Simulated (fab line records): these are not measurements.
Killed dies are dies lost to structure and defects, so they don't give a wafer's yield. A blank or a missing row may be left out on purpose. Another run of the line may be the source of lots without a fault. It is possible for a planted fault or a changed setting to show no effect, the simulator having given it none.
fab line records	flow sky130
record: lots: 13	wafers: 39	last-day: 50
route steps=708 shown FIELD_ISO@5 DNWELL@39 LOCAL_INTERCONNECT@387 PAD_OPEN@708
lots that met no fault: taken from a fault-free run of the same line
start-h: hours from the record's first day to the start of the lot's first wafer shown	wait-h: hours since the lot's step before	" repeats the value in the row above	L1.1+2: a single row standing in for several wafers	- either no value or no given start	* or withheld: withheld	< > ~ a bound
route shown NAME@n: names a module that has steps shown in the file, with the first one's number in the route	usual: the fault-free wafers' mean and standard deviation	same: alike in all rows	chamber/n: place in a boat	sites: each site's reading	_std_site: standard deviation across them	_edge_site: inner sites' mean taken away from outer sites' mean	radius-mm: how far each site lies from the wafer's centre	mask NAME#n: copy n	behind: the tool/chamber that last shaped the wafer	hold: why the lot went on hold/how many hours it stayed there/how the hold came to an end	device: transistor that didn't switch, given as n, p or np	end of line: the same wafers' tests at the end of the route	a step without rows: its recipe alone	killed: count of dies lost to structure and defects at first sort (not the wafer's yield)	map: a wafer's dies, marking killed ones x, the rest . and places with no die _
set.NAME: the setting that was run; set.NAME@STEP: the one run at that earlier step	model.NAME: the simulator's own value behind a step, which no gauge read
a sample of lots followed through the steps of the route, with each step as a table and each wafer as a row
services: from which hour (start-h, from the record's first day; less than 0 if before it) a tool's chamber was out of use, for how many hours, and why
== steps ==
step: SKY_FIELD_ISO_THK_MEAS_04
recipe: reads: Si3N4_of_FIELD_ISO_CVD_03
usual: FIELD_ISO_CVD_03_THK: 164.1/1.5
lot.wafer	tool	chamber	start-h	wait-h	FIELD_ISO_CVD_03_THK[nm]
L972.4	film-metro-03	-	14.28	0.0	164.7
L972.5	"	-	"	"	165.7
L972.6	"	-	"	"	165.8
L973.1	film-metro-01	-	20.12	0.0	163.8
L973.2	"	-	"	"	163.4
L973.3	"	-	"	"	163.8
L974.2	film-metro-03	-	23.49	0.0	165.0
L974.3	"	-	"	"	163.8
L974.6	"	-	"	"	165.6
L976.4	film-metro-04	-	33.51	0.0	164.3
L976.5	"	-	"	"	163.3
L976.6	"	-	"	"	164.8
L978.2	film-metro-03	-	46.30	0.0	163.9
L978.3	"	-	"	"	163.5
L978.6	"	-	"	"	163.5
L979.2	film-metro-01	-	48.49	0.0	166.6
L979.5	"	-	"	"	167.1
L979.6	"	-	"	"	167.2
L980.3	film-metro-01	-	53.89	0.0	163.3
L980.4	"	-	"	"	165.4
L980.6	"	-	"	"	162.8
L981.1	film-metro-04	-	59.30	0.0	163.8
L981.5	"	-	"	"	163.7
L981.6	"	-	"	"	164.5
L983.1	film-metro-03	-	70.81	0.0	165.7
L983.4	"	-	"	"	165.1
L983.6	"	-	"	"	167.8
L984.2	film-metro-01	-	74.89	0.0	166.0
L984.3	"	-	"	"	165.5
L984.6	"	-	"	"	165.4
L987.2	film-metro-03	-	90.66	0.0	164.7
L987.5	"	-	"	"	165.4
L987.6	"	-	"	"	164.0
L989.2	film-metro-01	-	99.77	0.0	164.3
L989.4	"	-	"	"	162.9
L989.5	"	-	"	"	164.4
L995.1	film-metro-04	-	130.65	0.0	163.1
L995.5	"	-	"	"	163.7
L995.6	"	-	"	"	166.2
step: SKY_DNWELL_EXPOSE_04
recipe: mask-id: DNM	na: 0.57	target-cd-nm: 3000	dose-mj: 222
lot.wafer	tool	chamber	start-h	wait-h	mask
L972.4+5+6	iline-stepper-01	0	43.39	-	DNM#0
L973.1+2+3	iline-stepper-02	0	48.99	-	DNM#0
L974.2+3+6	iline-stepper-02	0	53.14	-	DNM#0
L976.4+5+6	iline-stepper-01	0	63.58	-	DNM#0
L978.2+3+6	iline-stepper-02	0	79.09	-	DNM#0
L979.2+5+6	iline-stepper-01	0	82.68	-	DNM#0
L980.3+4+6	iline-stepper-01	0	87.91	-	DNM#0
L981.1+5+6	iline-stepper-02	0	92.36	-	DNM#0
L983.1+4+6	iline-stepper-01	0	103.31	-	DNM#0
L984.2+3+6	iline-stepper-01	0	109.70	-	DNM#0
L987.2+5+6	iline-stepper-01	0	125.05	-	DNM_R1#0
L989.2+4+5	iline-stepper-01	0	134.83	-	DNM#0
L995.1+5+6	iline-stepper-01	0	171.41	-	DNM#0
step: SKY_LOCAL_INTERCONNECT_SPUTTER_00
recipe: material: TiN	target-thk-nm: 100	temp-c: 300	power-w: 6500	time-s: 83.3	chamber-pressure-pa: 0.4
usual: throttle-valve-pct: 30.5/1.2
lot.wafer	tool	chamber	start-h	wait-h	throttle-valve-pct
L972.4	pvd-sputter-04	-	678.53	0.2	30.3
L972.5	"	-	"	"	31.2
L972.6	"	-	"	"	30.4
L974.2	pvd-sputter-03	-	688.78	0.2	29.9
L974.3	"	-	"	"	29.4
L974.6	"	-	"	"	29.6
L973.1	pvd-sputter-03	-	690.83	0.1	29.7
L973.2	"	-	"	"	29.2
L973.3	"	-	"	"	28.7
L976.4	pvd-sputter-04	-	715.38	0.2	32.7
L976.5	"	-	"	"	31.5
L976.6	"	-	"	"	32.4
L978.2	pvd-sputter-04	-	738.95	0.1	31.3
L978.3	"	-	"	"	30.3
L978.6	"	-	"	"	30.1
L979.2	pvd-sputter-04	-	741.88	0.1	31.7
L979.5	"	-	"	"	32.4
L979.6	"	-	"	"	31.4
L980.3	pvd-sputter-04	-	751.01	0.2	32.4
L980.4	"	-	"	"	30.1
L980.6	"	-	"	"	32.4
L981.1	pvd-sputter-04	-	755.80	0.1	32.5
L981.5	"	-	"	"	30.3
L981.6	"	-	"	"	31.3
L984.2	pvd-sputter-01	-	778.84	0.2	30.6
L984.3	"	-	"	"	28.6
L984.6	"	-	"	"	28.6
L983.1	pvd-sputter-04	-	781.03	0.1	31.4
L983.4	"	-	"	"	32.3
L983.6	"	-	"	"	30.3
L987.2	pvd-sputter-01	-	797.10	0.1	29.7
L987.5	"	-	"	"	29.5
L987.6	"	-	"	"	30.4
L989.2	pvd-sputter-03	-	813.06	0.1	29.2
L989.4	"	-	"	"	29.8
L989.5	"	-	"	"	29.3
L995.1	pvd-sputter-03	-	866.88	0.2	29.0
L995.5	"	-	"	"	28.9
L995.6	"	-	"	"	29.1
step: SKY_LOCAL_INTERCONNECT_RS_MEAS_01
recipe: thk-meas-gauge: four-point-probe	reads: TiN_of_LOCAL_INTERCONNECT_SPUTTER_00
usual: LOCAL_INTERCONNECT_TIN_RS: 14.07/0.19
lot.wafer	tool	chamber	start-h	wait-h	LOCAL_INTERCONNECT_TIN_RS[ohm/sq]
L972.4	film-metro-01	-	678.66	0.1	13.94
L972.5	"	-	"	"	14.00
L972.6	"	-	"	"	13.75
L974.2	film-metro-03	-	688.86	0.1	14.37
L974.3	"	-	"	"	14.15
L974.6	"	-	"	"	14.36
L973.1	film-metro-02	-	690.89	0.0	13.91
L973.2	"	-	"	"	13.92
L973.3	"	-	"	"	13.82
L976.4	film-metro-01	-	715.51	0.1	14.20
L976.5	"	-	"	"	14.16
L976.6	"	-	"	"	14.17
L978.2	film-metro-03	-	739.03	0.1	14.12
L978.3	"	-	"	"	13.83
L978.6	"	-	"	"	13.85
L979.2	film-metro-02	-	741.96	0.1	14.00
L979.5	"	-	"	"	13.97
L979.6	"	-	"	"	14.14
L980.3	film-metro-01	-	751.12	0.1	14.05
L980.4	"	-	"	"	13.99
L980.6	"	-	"	"	13.95
L981.1	film-metro-02	-	755.87	0.0	14.07
L981.5	"	-	"	"	14.04
L981.6	"	-	"	"	14.28
L984.2	film-metro-03	-	778.92	0.1	14.49
L984.3	"	-	"	"	14.46
L984.6	"	-	"	"	14.36
L983.1	film-metro-01	-	781.10	0.0	13.84
L983.4	"	-	"	"	13.84
L983.6	"	-	"	"	13.76
L987.2	film-metro-03	-	797.18	0.1	14.37
L987.5	"	-	"	"	14.40
L987.6	"	-	"	"	14.31
L989.2	film-metro-03	-	813.14	0.1	13.81
L989.4	"	-	"	"	14.11
L989.5	"	-	"	"	13.83
L995.1	film-metro-02	-	866.95	0.0	14.20
L995.5	"	-	"	"	14.15
L995.6	"	-	"	"	13.86
step: SKY_PAD_OPEN_PROBE_99
usual: killed_at_M0_to_M3: 42/6.4	killed_at_M4_up: 3.2/1.9	killed-at-contacts: 24/4.8	killed-at-front-end: 16/4.4	killed-at-other: 0.3/0.55	killed-dies: 86/8.6	killed-on-rim: 17/3.5	killed-open: 46/6.6	killed-short: 39/5.7
same: gross-dies: 492	killed-at-back-side: 0
lot.wafer	tool	chamber	start-h	wait-h	killed_at_M0_to_M3	killed_at_M4_up	killed-at-contacts	killed-at-front-end	killed-at-other	killed-dies	killed-on-rim	killed-open	killed-short
L972.4	prober-02	-	1075.09	0.2	45	2	23	21	0	91	16	46	44
L972.5	prober-02	-	1075.14	0.2	42	3	24	15	0	84	13	51	31
L972.6	prober-02	-	1075.19	0.2	38	4	19	14	0	75	21	42	32
L974.2	prober-01	-	1082.83	0.1	51	5	16	24	0	96	20	48	48
L974.3	prober-01	-	1082.88	0.2	42	5	20	34	0	101	16	54	47
L974.6	prober-01	-	1083.03	0.2	49	4	19	19	0	91	17	46	45
L973.1	prober-02	-	1084.05	0.1	38	1	25	28	0	92	13	48	43
L973.2	prober-02	-	1084.10	0.1	51	4	30	16	0	101	21	51	50
L973.3	prober-02	-	1084.15	0.2	41	2	17	20	1	81	17	39	40
L976.4	prober-01	-	1104.00	0.2	40	2	28	14	0	84	18	51	33
L976.5	prober-01	-	1104.05	0.2	44	3	27	16	1	91	18	47	44
L976.6	prober-01	-	1104.10	0.2	43	2	19	13	0	77	17	37	40
L978.2	prober-02	-	1120.31	0.1	34	2	23	14	0	73	11	33	40
L978.3	prober-02	-	1120.36	0.2	44	4	19	17	1	85	24	49	35
L978.6	prober-02	-	1120.51	0.2	40	5	32	12	1	90	13	49	40
L979.2	prober-01	-	1123.06	0.1	36	5	17	13	0	71	13	39	32
L979.5	prober-01	-	1123.21	0.2	59	3	30	15	0	107	20	53	54
L979.6	prober-01	-	1123.26	0.2	45	4	33	13	0	95	15	56	38
L980.3	prober-02	-	1130.80	0.2	45	2	21	16	0	84	15	48	35
L980.4	prober-02	-	1130.85	0.2	44	3	23	13	0	83	17	39	43
L980.6	prober-02	-	1130.95	0.2	41	4	22	12	0	79	15	41	37
L981.1	prober-01	-	1132.44	0.1	30	2	24	18	1	75	14	36	39
L981.5	prober-01	-	1132.64	0.2	31	1	22	23	1	78	20	36	40
L981.6	prober-01	-	1132.69	0.2	33	2	31	22	2	90	21	47	41
L984.2	prober-01	-	1146.35	0.1	35	4	20	15	1	75	19	46	28
L984.3	prober-01	-	1146.40	0.2	54	0	25	18	1	98	15	61	36
L984.6	prober-01	-	1146.55	0.2	47	5	32	13	0	97	21	44	53
L983.1	prober-02	-	1150.48	0.1	37	4	28	15	0	84	17	53	31
L983.4	prober-02	-	1150.63	0.2	34	4	28	12	0	78	16	38	40
L983.6	prober-02	-	1150.73	0.2	40	2	27	20	0	89	18	47	42
L987.2	prober-01	-	1161.36	0.1	36	4	13	17	0	70	16	42	27
L987.5	prober-01	-	1161.51	0.2	44	5	26	10	0	85	16	44	41
L987.6	prober-01	-	1161.56	0.2	42	3	26	20	0	91	17	51	40
L989.2	prober-01	-	1172.42	0.1	50	3	29	11	0	93	18	53	39
L989.4	prober-01	-	1172.52	0.2	49	3	23	14	0	89	13	42	47
L989.5	prober-01	-	1172.57	0.2	37	1	27	10	0	75	13	44	31
L995.1	prober-01	-	1205.04	0.1	47	1	27	10	0	85	16	44	40
L995.5	prober-01	-	1205.24	0.2	42	4	15	15	0	76	11	39	37
L995.6	prober-01	-	1205.29	0.2	32	4	24	10	0	70	21	36	34
killed by level:class
L972.4 VIA1:geometric-particle:open=10 VIA3:geometric-particle:open=9 FIELD_ISO:geometric-particle:short=7 CONTACT:geometric-particle:open=7 METAL2:geometric-particle:short=7 METAL1:geometric-particle:short=6 POLY_GATE:geometric-particle:short=5 LI_CONTACT:geometric-particle:open=5
L972.5 CONTACT:geometric-particle:open=10 VIA1:geometric-particle:open=9 VIA3:geometric-particle:open=9 VIA2:geometric-particle:open=7 POLY_GATE:geometric-particle:short=6 LI_CONTACT:geometric-particle:open=6 METAL1:geometric-particle:short=5 POLY_GATE:geometric-particle:open=4
L972.6 VIA1:geometric-particle:open=11 CONTACT:geometric-particle:open=9 VIA1:geometric-particle:short=6 POLY_GATE:geometric-particle:open=4 METAL2:geometric-particle:short=4 POLY_GATE:geometric-particle:short=3 LI_CONTACT:geometric-particle:short=3 CONTACT:geometric-particle:short=3
L974.2 VIA1:geometric-particle:open=14 VIA2:geometric-particle:open=11 POLY_GATE:geometric-particle:short=7 FIELD_ISO:geometric-particle:short=6 VIA3:geometric-particle:open=6 METAL4:geometric-particle:short=5 LI_CONTACT:geometric-particle:open=5 METAL1:geometric-particle:short=5
L974.3 VIA1:geometric-particle:open=15 FIELD_ISO:geometric-particle:short=13 FIELD_ISO:geometric-particle:open=10 VIA2:geometric-particle:open=8 POLY_GATE:geometric-particle:open=7 CONTACT:geometric-particle:short=6 VIA1:geometric-particle:short=6 CONTACT:geometric-particle:open=5
L974.6 VIA1:geometric-particle:open=15 VIA1:geometric-particle:short=9 VIA2:geometric-particle:open=9 FIELD_ISO:geometric-particle:open=6 CONTACT:geometric-particle:open=6 CONTACT:geometric-particle:short=6 METAL2:geometric-particle:short=6 FIELD_ISO:geometric-particle:short=4
L973.1 POLY_GATE:geometric-particle:open=8 VIA1:geometric-particle:open=7 FIELD_ISO:geometric-particle:open=6 CONTACT:geometric-particle:short=6 POLY_GATE:geometric-particle:short=6 VIA1:geometric-particle:short=6 CONTACT:geometric-particle:open=6 METAL1:geometric-particle:short=6
L973.2 VIA1:geometric-particle:open=13 CONTACT:geometric-particle:open=8 METAL1:geometric-particle:short=8 VIA2:geometric-particle:open=8 FIELD_ISO:geometric-particle:short=6 VIA3:geometric-particle:open=6 METAL3:geometric-particle:short=6 LI_CONTACT:geometric-particle:open=5
L973.3 VIA1:geometric-particle:open=10 POLY_GATE:geometric-particle:short=6 CONTACT:geometric-particle:open=6 FIELD_ISO:geometric-particle:open=4 FIELD_ISO:geometric-particle:short=4 METAL3:geometric-particle:short=4 LI_CONTACT:geometric-particle:open=4 VIA1:geometric-particle:short=4
L976.4 CONTACT:geometric-particle:open=11 VIA3:geometric-particle:open=10 VIA2:geometric-particle:open=9 FIELD_ISO:geometric-particle:open=6 LOCAL_INTERCONNECT:geometric-particle:short=6 METAL2:geometric-particle:short=6 LI_CONTACT:geometric-particle:open=5 FIELD_ISO:geometric-particle:short=4
L976.5 POLY_GATE:geometric-particle:open=8 LI_CONTACT:geometric-particle:open=8 VIA1:geometric-particle:open=8 CONTACT:geometric-particle:open=7 METAL2:geometric-particle:short=7 VIA2:geometric-particle:open=7 VIA1:geometric-particle:short=6 LOCAL_INTERCONNECT:geometric-particle:short=5
L976.6 METAL2:geometric-particle:short=8 METAL3:geometric-particle:short=8 CONTACT:geometric-particle:open=7 METAL1:geometric-particle:short=7 VIA1:geometric-particle:open=5 VIA3:geometric-particle:open=5 FIELD_ISO:geometric-particle:open=4 LI_CONTACT:geometric-particle:open=4
L978.2 CONTACT:geometric-particle:short=8 VIA2:geometric-particle:open=6 CONTACT:geometric-particle:open=6 VIA1:geometric-particle:open=6 FIELD_ISO:geometric-particle:short=5 POLY_GATE:geometric-particle:short=5 VIA3:geometric-particle:open=5 METAL2:geometric-particle:short=5
L978.3 VIA1:geometric-particle:open=11 VIA3:geometric-particle:open=10 CONTACT:geometric-particle:open=7 FIELD_ISO:geometric-particle:short=6 LI_CONTACT:geometric-particle:open=5 METAL1:geometric-particle:short=5 LOCAL_INTERCONNECT:geometric-particle:short=4 METAL4:geometric-particle:short=4
L978.6 CONTACT:geometric-particle:open=9 LI_CONTACT:geometric-particle:open=8 VIA1:geometric-particle:open=7 METAL1:geometric-particle:short=6 VIA3:geometric-particle:short=6 VIA3:geometric-particle:open=6 LOCAL_INTERCONNECT:geometric-particle:short=5 CONTACT:geometric-particle:short=5
L979.2 VIA1:geometric-particle:open=9 VIA3:geometric-particle:open=8 CONTACT:geometric-particle:open=6 VIA1:geometric-particle:short=6 CONTACT:geometric-particle:short=4 FIELD_ISO:geometric-particle:open=3 LOCAL_INTERCONNECT:geometric-particle:short=3 VIA2:geometric-particle:short=3
L979.5 VIA1:geometric-particle:open=16 VIA1:geometric-particle:short=10 METAL2:geometric-particle:short=8 VIA3:geometric-particle:open=8 CONTACT:geometric-particle:open=7 METAL1:geometric-particle:short=7 POLY_GATE:geometric-particle:open=6 LI_CONTACT:geometric-particle:open=6
L979.6 VIA1:geometric-particle:open=14 LI_CONTACT:geometric-particle:open=10 CONTACT:geometric-particle:open=8 VIA2:geometric-particle:open=7 CONTACT:geometric-particle:short=6 METAL2:geometric-particle:short=6 FIELD_ISO:geometric-particle:short=5 POLY_GATE:geometric-particle:open=5
L980.3 VIA1:geometric-particle:open=10 LI_CONTACT:geometric-particle:open=9 VIA2:geometric-particle:open=7 VIA1:geometric-particle:short=6 CONTACT:geometric-particle:open=6 FIELD_ISO:geometric-particle:short=5 FIELD_ISO:geometric-particle:open=5 METAL1:geometric-particle:short=5
L980.4 VIA1:geometric-particle:short=10 VIA2:geometric-particle:open=8 VIA1:geometric-particle:open=7 POLY_GATE:geometric-particle:open=6 LI_CONTACT:geometric-particle:open=6 VIA3:geometric-particle:open=6 METAL1:geometric-particle:short=5 LOCAL_INTERCONNECT:geometric-particle:short=5
L980.6 VIA3:geometric-particle:open=9 VIA1:geometric-particle:open=9 CONTACT:geometric-particle:short=6 CONTACT:geometric-particle:open=5 METAL1:geometric-particle:short=5 METAL2:geometric-particle:short=5 METAL3:geometric-particle:short=4 LI_CONTACT:geometric-particle:short=3
L981.1 CONTACT:geometric-particle:open=9 LI_CONTACT:geometric-particle:open=6 FIELD_ISO:geometric-particle:short=5 VIA3:geometric-particle:open=5 POLY_GATE:geometric-particle:short=4 VIA2:geometric-particle:open=4 METAL2:geometric-particle:short=4 METAL3:geometric-particle:short=4
L981.5 FIELD_ISO:geometric-particle:open=7 CONTACT:geometric-particle:open=7 VIA2:geometric-particle:short=6 FIELD_ISO:geometric-particle:short=5 VIA1:geometric-particle:open=5 LI_CONTACT:geometric-particle:open=4 LOCAL_INTERCONNECT:geometric-particle:short=4 CONTACT:geometric-particle:short=4
L981.6 CONTACT:geometric-particle:open=13 METAL2:geometric-particle:short=8 VIA1:geometric-particle:open=8 FIELD_ISO:geometric-particle:open=6 LI_CONTACT:geometric-particle:open=6 CONTACT:geometric-particle:short=5 METAL1:geometric-particle:short=5 FIELD_ISO:geometric-particle:short=4
L984.2 VIA1:geometric-particle:open=13 CONTACT:geometric-particle:open=7 LI_CONTACT:geometric-particle:open=5 METAL2:geometric-particle:short=5 FIELD_ISO:geometric-particle:open=4 VIA3:geometric-particle:open=4 FIELD_ISO:geometric-particle:short=3 POLY_GATE:geometric-particle:open=3
L984.3 VIA1:geometric-particle:open=14 CONTACT:geometric-particle:open=12 VIA2:geometric-particle:open=8 POLY_GATE:geometric-particle:open=7 VIA1:geometric-particle:short=5 VIA3:geometric-particle:open=4 LI_CONTACT:geometric-particle:open=4 LOCAL_INTERCONNECT:geometric-particle:short=4
L984.6 CONTACT:geometric-particle:open=9 LI_CONTACT:geometric-particle:open=8 VIA3:geometric-particle:open=8 LOCAL_INTERCONNECT:geometric-particle:short=7 CONTACT:geometric-particle:short=7 VIA1:geometric-particle:open=7 METAL1:geometric-particle:short=6 VIA1:geometric-particle:short=5
L983.1 CONTACT:geometric-particle:open=14 VIA2:geometric-particle:open=11 VIA1:geometric-particle:open=8 LI_CONTACT:geometric-particle:open=7 FIELD_ISO:geometric-particle:open=6 METAL1:geometric-particle:short=6 METAL4:geometric-particle:short=4 FIELD_ISO:geometric-particle:short=3
L983.4 VIA1:geometric-particle:open=9 CONTACT:geometric-particle:short=8 LI_CONTACT:geometric-particle:open=6 LOCAL_INTERCONNECT:geometric-particle:short=5 VIA2:geometric-particle:open=5 FIELD_ISO:geometric-particle:open=4 VIA1:geometric-particle:short=4 METAL1:geometric-particle:short=4
L983.6 CONTACT:geometric-particle:open=10 VIA1:geometric-particle:open=10 VIA2:geometric-particle:open=8 FIELD_ISO:geometric-particle:short=7 LI_CONTACT:geometric-particle:open=7 LOCAL_INTERCONNECT:geometric-particle:short=6 VIA3:geometric-particle:open=6 VIA2:geometric-particle:short=5
L987.2 VIA1:geometric-particle:open=8 CONTACT:geometric-particle:open=7 FIELD_ISO:geometric-particle:open=6 FIELD_ISO:geometric-particle:short=6 VIA2:geometric-particle:open=5 LI_CONTACT:geometric-particle:open=4 METAL1:geometric-particle:short=4 VIA1:geometric-particle:short=3
L987.5 CONTACT:geometric-particle:open=10 VIA1:geometric-particle:open=10 VIA1:geometric-particle:short=8 LI_CONTACT:geometric-particle:open=7 CONTACT:geometric-particle:short=5 METAL4:geometric-particle:short=5 METAL2:geometric-particle:short=5 LOCAL_INTERCONNECT:geometric-particle:short=4
L987.6 CONTACT:geometric-particle:open=11 VIA1:geometric-particle:open=8 VIA2:geometric-particle:open=8 FIELD_ISO:geometric-particle:short=7 VIA3:geometric-particle:open=6 POLY_GATE:geometric-particle:open=5 POLY_GATE:geometric-particle:short=5 LI_CONTACT:geometric-particle:open=5
L989.2 CONTACT:geometric-particle:open=13 VIA1:geometric-particle:open=10 VIA2:geometric-particle:open=9 VIA3:geometric-particle:open=8 VIA1:geometric-particle:short=8 CONTACT:geometric-particle:short=7 LOCAL_INTERCONNECT:geometric-particle:short=5 METAL1:geometric-particle:short=4
L989.4 METAL1:geometric-particle:short=8 VIA2:geometric-particle:open=8 VIA3:geometric-particle:short=8 CONTACT:geometric-particle:open=7 LI_CONTACT:geometric-particle:open=6 FIELD_ISO:geometric-particle:short=5 VIA3:geometric-particle:open=5 LOCAL_INTERCONNECT:geometric-particle:short=4
L989.5 CONTACT:geometric-particle:open=13 LI_CONTACT:geometric-particle:open=7 METAL1:geometric-particle:short=6 VIA3:geometric-particle:open=6 VIA2:geometric-particle:open=5 VIA1:geometric-particle:open=5 METAL2:geometric-particle:short=4 FIELD_ISO:geometric-particle:open=3
L995.1 VIA1:geometric-particle:short=13 CONTACT:geometric-particle:open=12 VIA1:geometric-particle:open=10 METAL2:geometric-particle:short=8 LI_CONTACT:geometric-particle:open=5 LOCAL_INTERCONNECT:geometric-particle:short=5 VIA2:geometric-particle:open=5 VIA3:geometric-particle:open=4
L995.5 VIA1:geometric-particle:open=8 CONTACT:geometric-particle:open=7 METAL1:geometric-particle:short=7 POLY_GATE:geometric-particle:open=6 METAL2:geometric-particle:short=5 VIA1:geometric-particle:short=5 LI_CONTACT:geometric-particle:open=4 VIA3:geometric-particle:open=4
L995.6 VIA1:geometric-particle:open=7 CONTACT:geometric-particle:open=6 FIELD_ISO:geometric-particle:short=5 LI_CONTACT:geometric-particle:short=5 LI_CONTACT:geometric-particle:open=5 VIA2:geometric-particle:open=5 METAL2:geometric-particle:short=5 VIA3:geometric-particle:open=5
== services ==
tool	chamber	start-h	hours	kind
pvd-sputter-04	-	37.93	1.2	repair
iline-stepper-02	-	57.03	1.7	pm
pvd-sputter-04	-	67.72	4.6	repair
iline-stepper-02	-	162.92	9.5	repair
pvd-sputter-03	-	165.55	1.2	repair
pvd-sputter-04	-	182.79	2.3	repair
iline-stepper-01	-	185.91	0.9	repair
iline-stepper-01	-	214.56	1.7	pm
iline-stepper-01	-	229.89	6.6	repair
iline-stepper-01	-	231.32	11.2	repair
iline-stepper-02	-	242.57	2.1	pm
pvd-sputter-04	-	266.63	2.5	repair
iline-stepper-02	-	275.12	1.7	pm
iline-stepper-01	-	335.50	25.3	repair
pvd-sputter-03	-	374.96	4.0	repair
iline-stepper-01	-	423.12	2.1	pm
iline-stepper-01	-	432.74	1.7	pm
pvd-sputter-04	-	447.94	0.9	repair
pvd-sputter-04	-	638.67	0.7	repair
iline-stepper-01	-	650.92	1.7	pm
iline-stepper-01	-	700.25	6.6	repair
pvd-sputter-04	-	733.63	2.4	repair
pvd-sputter-04	-	745.15	0.5	repair
iline-stepper-01	-	822.64	5.1	repair
== key ==
first-sign: step: SKY_DNWELL_EXPOSE_04	reading: mask	direction: changed
effect none on later readings
met-at SKY_DNWELL_EXPOSE_04
struck-lots L987
tester-left-out L987
not-acting-at SKY_FIELD_ISO_THK_MEAS_04,SKY_LOCAL_INTERCONNECT_SPUTTER_00,SKY_LOCAL_INTERCONNECT_RS_MEAS_01
onset-between 109.70 125.05
fault: kind: wrong-mask	tool: any	chamber: -	onset-h: 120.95	steps: SKY_DNWELL_EXPOSE_04	aux-copy: DNM_R1#0	cd-offset-nm: -600	scope: struck-lots-only
tester-left-out: of these lots the tester's yield and bins aren't shown, on N5 and GAA mostly nor the transistor test; their killed dies are dies lost to structure and defects alone, not to doping, threshold or leakage, so they don't give the yield
